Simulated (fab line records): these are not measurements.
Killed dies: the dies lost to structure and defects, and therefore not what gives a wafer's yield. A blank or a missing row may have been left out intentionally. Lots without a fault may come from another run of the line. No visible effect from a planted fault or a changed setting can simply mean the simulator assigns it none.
Comparing a struck lot with a sound one || flow gf180mcu || 23 steps out of a route of 602
Sound: wafers L832.2, L832.5, L832.6. Struck: wafer L841.3 (left out: L841.2, L841.4 of the same lot, which were not struck); the cause appears at the end.
At each step with rows: each side's tool, then ch and its chambers, then its first start. Under that, the readings that differ: sound wafers || struck wafers || difference of the means || sigmas: that difference in standard deviations of wafers without a fault.
alike: words and numbers the same on both sides, and readings whose means are apart by under 2 such deviations; not compared: readings that were withheld, readings missing a value for some wafer, numbers with overlapping values and no deviation given by the record, and bounds like >300 which may hide the same value.
The two part at a step that has a row with sigmas, a row that says differs or no value, or rows on one side only. When numbers do not overlap yet have no deviation, they are printed without sigmas and do not part them. A reading missing from all wafers of one side parts the sides only when that side holds two or more wafers.

GF_V5_RS_MEAS_24: measurement is done with a four-point probe.
  sound: film metro-03 at day 28 17:27; struck: film metro-01 at day 31 12:17
  alike: V5_W_RS
GF_V5_THK_MEAS_25: measures by xrf.
  sound: film metro-03 at day 28 17:34; struck: film metro-01 at day 31 12:24
  alike: V5_W_THK
GF_V5_CMP_26: polishes, stops on SiO2, t overpolish 15 s, target thk 0 nm.
  sound on cmp-02 ch 1,2,3, day 28 17:45; struck on cmp-01 ch 3, day 31 12:30
  alike: head pressure psi, motor current A, overpolish run s, retaining ring pressure frac, time to endpoint s
GF_TOP_METAL_SPUTTER_00: material Ti, target thk 37.5 nm, time 150 s.
  sound: pvd sputter-02 at day 28 17:57; struck: pvd sputter-02 at day 31 12:45
  alike: throttle valve pct
GF_TOP_METAL_SPUTTER_01: material TiN, target thk 30 nm, time 25 s.
  sound: pvd sputter-02 at day 28 18:03; struck: pvd sputter-02 at day 31 12:57
  alike: throttle valve pct
then, 1 step without rows for these wafers: GF_TOP_METAL_SPUTTER_02 (material AlCu, target thk 900 nm, time 47.82 s).
GF_TOP_METAL_SPUTTER_03: material Ti, target thk 5 nm, time 3.3 s.
  sound: pvd sputter-02 at day 28 18:07; struck: pvd sputter-02 at day 31 13:06
  alike: throttle valve pct
GF_TOP_METAL_SPUTTER_04: material TiN, target thk 25 nm, time 20.8 s.
  sound: pvd sputter-02 at day 28 18:08; struck: pvd sputter-02 at day 31 13:08
  alike: throttle valve pct
GF_TOP_METAL_RS_MEAS_05: measurement is done with a four-point probe.
  sound: film metro-02 at day 28 18:11; struck: film metro-01 at day 31 13:13
  alike: TOP_METAL_ALCU_RS
GF_TOP_METAL_THK_MEAS_06: measures by xrf.
  sound: film metro-02 at day 28 18:18; struck: film metro-01 at day 31 13:19
  alike: TOP_METAL_ALCU_THK
then, 2 steps without rows for these wafers: GF_TOP_METAL_DEHYDRATE_07 (time 60 s); GF_TOP_METAL_HMDS_08 (prime time 60 s).
GF_TOP_METAL_COAT_09: resist thk 1500 nm.
  sound on litho track-02 ch 0, day 29 03:55; struck on litho track-04 ch 0, day 31 21:26
{"reading": "model.NOVOLAK_of_TOP_METAL_COAT_09.thk nm (nm)", "sound": "1508 1511 1505", "struck": 1464, "difference": -44, "sigmas": ""}
then, 4 steps without rows for these wafers: GF_TOP_METAL_SOFTBAKE_10 (time 60 s); GF_TOP_METAL_EXPOSE_11 (exposes mask MetalTop, target cd 440 nm); GF_TOP_METAL_PEB_12; GF_TOP_METAL_DEVELOP_13 (develop time 60 s).
GF_TOP_METAL_CD_MEAS_14 targets a cd of 440 nm.
  sound: cd sem-02 at day 29 13:27; struck: cd sem-02 at day 32 05:50
{"reading": "cd nm (nm)", "sound": "442.8 441.6 442.2", "struck": 436.1, "difference": -6.1, "sigmas": -3}
GF_TOP_METAL_OVL_MEAS_15:
  sound: overlay-01 at day 29 13:34; struck: overlay-02 at day 32 05:57
  alike: TOP_METAL_OVL
GF_TOP_METAL_METAL_ETCH_16: etches the open film in Cl2/BCl3, stops on SiO2, target depth 1197 nm, time 199.5 s.
  sound on rie metal-02 ch 0,1, day 29 13:35; struck on rie metal-02 ch 1, day 32 05:59
{"reading": "model.NOVOLAK_of_TOP_METAL_COAT_09.thk nm (nm)", "sound": "1028 1025 1025", "struck": 985.4, "difference": -40.6, "sigmas": ""}
  alike: bias w, drypump motor current A, oes product au, throttle valve pct
  not compared: rf hours counter h
GF_TOP_METAL_STRIP_17: strips in O2/N2.
  sound on plasma asher-02 ch 0,1, day 29 13:47; struck on plasma asher-03 ch 0, day 32 06:10
{"reading": "strip time to endpoint s (s)", "sound": "12.98 12.97 12.96", "struck": 12.56, "difference": -0.41, "sigmas": -4}
  alike: drypump motor current A, heater power w, oes product au
  not compared: rf hours counter h
then, 1 step without rows for these wafers: GF_TOP_METAL_STRIP_18 (strips in post etch residue remover, time 1200 s).
GF_PASSIVATION_PROBE_99:
  rows exist in the record for the sound wafers here (prober-01, day 30 10:53), none for the struck ones

## WHERE THEY PART
First at GF_TOP_METAL_CD_MEAS_14; last, within this record, at GF_PASSIVATION_PROBE_99.

WHY: what had been put in by the simulator
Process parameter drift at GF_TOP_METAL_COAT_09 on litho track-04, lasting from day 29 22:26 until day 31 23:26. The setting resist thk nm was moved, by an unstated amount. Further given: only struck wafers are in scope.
